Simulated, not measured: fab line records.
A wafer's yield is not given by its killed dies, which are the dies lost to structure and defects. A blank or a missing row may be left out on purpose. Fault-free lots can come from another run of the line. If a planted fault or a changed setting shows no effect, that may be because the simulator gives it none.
Chamber matching | flow gf180mcu | rie_diel-01 running GF_V2_ETCH_16: 4 sister chambers
The step etches BARC in N2/H2. 14 wafers are shown with their chamber, then 7 later ones without.

## WAFERS PAIRED WITH THEIR CHAMBERS
wafer  | chamber | drypump_motor_current_A (A) | rf_fwd_power_W (W) | bias_w (W)
L077.1 | 3       | 5.8                         | 489.6              | 100.08
L077.5 | 3       | 5.8                         | 492.3              | 99.58
L077.6 | 0       | 5.6                         | 492.5              | 100.06
L078.3 | 0       | 5.6                         | 493.4              | 100.25
L078.5 | 1       | 5.6                         | 494.3              | 100.25
L078.6 | 0       | 5.6                         | 493.4              | 100.15
L080.2 | 1       | 5.6                         | 494.5              | 99.32
L080.4 | 3       | 5.8                         | 491.6              | 99.96
L080.5 | 0       | 5.6                         | 492.2              | 99.72
L082.3 | 0       | 5.6                         | 494.4              | 99.81
L082.4 | 2       | 6.0                         | 495.1              | 100.68
L082.6 | 2       | 6.0                         | 494.3              | 100.57
L087.1 | 2       | 6.0                         | 493.3              | 100.16
L087.3 | 3       | 5.7                         | 493.4              | 100.10

SIGNATURES, as means of the wafers listed above
reading                 | chamber 0 | chamber 1 | chamber 2 | chamber 3 | scatter within a chamber
drypump_motor_current_A | 5.600     | 5.600     | 6.000     | 5.775     | 0.0274
rf_fwd_power_W          | 493.180   | 494.400   | 494.233   | 491.725   | 1.11
bias_w                  | 99.9980   | 99.7850   | 100.4700  | 99.9300   | 0.31
Rule: a wafer lies at a distance from a chamber equal to the root of the sum of squares, over the readings, of (its reading less the chamber's mean, divided by the reading's scatter). If the next closest chamber is less than 2 further off than the closest, the wafer can't be placed; otherwise it belongs to the closest. The scatter is the square root of a quotient: the sum, over the shown wafers, of each reading's squared deviation from its chamber's mean, divided by wafers minus chambers.

## WAFERS WITHOUT THEIR CHAMBER
wafer  | drypump_motor_current_A (A) | rf_fwd_power_W (W) | bias_w (W)
L087.6 | 5.6                         | 491.6              | 100.21
L089.4 | 5.6                         | 494.5              | 100.06
L089.5 | 5.6                         | 494.5              | 100.06
L089.6 | 5.6                         | 492.3              | 100.14
L093.1 | 5.6                         | 491.4              | 99.89
L093.2 | 5.8                         | 493.3              | 100.63
L093.6 | 5.6                         | 492.4              | 99.77

## CHAMBER TAKEN BY EACH
wafer  | from the rows above     | in truth
L087.6 | can't be placed: 0 or 1 | 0
L089.4 | can't be placed: 1 or 0 | 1
L089.5 | can't be placed: 1 or 0 | 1
L089.6 | can't be placed: 0 or 1 | 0
L093.1 | can't be placed: 0 or 1 | 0
L093.2 | 3                       | 3
L093.6 | can't be placed: 0 or 1 | 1
Correct placement for 1 of the 7. From these rows, 6 cannot be placed; in 6 the true chamber is one of the candidates. Placed wrongly: 0.
